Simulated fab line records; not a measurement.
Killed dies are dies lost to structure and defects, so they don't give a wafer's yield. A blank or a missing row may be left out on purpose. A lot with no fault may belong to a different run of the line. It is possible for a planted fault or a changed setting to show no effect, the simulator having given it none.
Struck lot and sound lot, side by side	flow gf180mcu	17 out of 602 route steps
Sound: the wafers L873.3, L873.4, L873.6. The struck wafers were L879.1, L879.3, L879.5. The cause is named last.
Per side, at each step with rows, come the tool, then ch with its chambers, and then its first start. Under that, the readings that differ: sound wafers	struck wafers	difference of the means	sigmas: that difference in standard deviations of wafers without a fault.
alike: same words and numbers on both sides, and readings whose means sit less than 2 such deviations apart. not compared: any withheld reading, any reading some wafer has no value for, any bound like >300 that may hide the same value, and any number with overlapping values for which the record gives no deviation.
The two part at a step that has a row with sigmas, a row that says differs or no value, or rows on one side only. Non-overlapping numbers with no deviation appear without sigmas and do not part them. Lack of a reading on every wafer of one side parts them only where that side has two or more wafers.

first, 3 steps without rows for these wafers: GF_V3_EXPOSE_11 (exposes mask Via3, target cd 260 nm); GF_V3_PEB_12 (peb time 88.35 s); GF_V3_DEVELOP_13 (develop time 60 s).
GF_V3_CD_MEAS_14: the cd target is 260 nm.
  sound: cdSem-02 at day 22 11:26; struck: cdSem-02 at day 24 20:47
  alike: cdNm
GF_V3_OVL_MEAS_15:
  sound: overlay-01 at day 22 11:32; struck: overlay-01 at day 24 20:55
  alike: V3_OVL
GF_V3_ETCH_16: etches BARC in N2/H2.
  sound on rieDiel-01 ch 2,3, day 22 11:34; struck on rieDiel-03 ch 0,1,3, day 24 20:57
  alike: drypumpMotorCurrentA, oesProductAu, throttleValvePct
GF_V3_ETCH_17: etches SiO2 in C4F8/O2/Ar, stops on TiN, target depth 635 nm.
  sound on rieDiel-01 ch 2,3; struck on rieDiel-03 ch 0,1,3
  alike: oesProductAu
GF_V3_STRIP_18: strips in O2/N2.
  sound on plasmaAsher-01 ch 0,1, day 22 11:43; struck on plasmaAsher-04 ch 0,1, day 24 21:05
  alike: drypumpMotorCurrentA, heaterPowerW, oesProductAu
  not compared: rfHoursCounterH
then, 2 steps without rows for these wafers: GF_V3_STRIP_19 (strips in post etch residue remover, time 1200 s); GF_V3_CLEAN_20 (cleans in DIW).
GF_V3_SPUTTER_21: material Ti, target thk 15 nm, time 80.02 s.
  sound: pvdSputter-03 at day 22 12:15; struck: pvdSputter-04 at day 24 21:37
  alike: chamberPressurePa, throttleValvePct
then, 1 step without rows for these wafers: GF_V3_SPUTTER_22 (material TiN, target thk 10 nm, time 40 s).
GF_V3_CVD_23: deposits W, target thk 350 nm, time 104.9 s.
  sound on cvdW-02 ch 0,1, day 22 12:23; struck on cvdW-02 ch 0, day 24 21:43
reading	sound	struck	difference	sigmas
susceptorTempC (C)	399.88 400.12 399.75	395.63 395.27 395.33	-4.51	-21
model.W_of_V3_CVD_23.thkNm (nm)	346.7 348.1 351.7	326.5 330.7 329.9	-19.8	
  alike: heaterPowerW
  not compared: sinceWetCleanH
GF_V3_RS_MEAS_24: uses a four-point probe to measure.
  sound: filmMetro-04 at day 22 12:30; struck: filmMetro-03 at day 24 21:49
reading	sound	struck	difference	sigmas
V3_W_RS (ohm/sq)	0.331 0.329 0.326	0.350 0.346 0.347	+0.019	+5
GF_V3_THK_MEAS_25: measures by xrf.
  sound: filmMetro-04 at day 22 12:36; struck: filmMetro-03 at day 24 21:56
reading	sound	struck	difference	sigmas
V3_W_THK (nm)	347 348 354	325 329 328	-22	-5
GF_V3_CMP_26: polishes, stops on SiO2, t overpolish 15 s, target thk 0 nm.
  sound on cmp-01 ch 1,3, day 22 12:38; struck on cmp-01 ch 1,2,3, day 24 22:11
  alike: motorCurrentA, timeToEndpointS
GF_PASSIVATION_PROBE_99:
  rows exist in the record for the sound wafers here (prober-01, day 29 02:08), none for the struck ones

== WHERE THEY PART ==
Last at GF_PASSIVATION_PROBE_99 as far as this record goes, first at GF_V3_CVD_23.

WHY: what the simulator had put in
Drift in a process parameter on cvdW-02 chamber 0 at GF_V3_CVD_23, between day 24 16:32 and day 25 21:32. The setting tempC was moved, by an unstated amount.
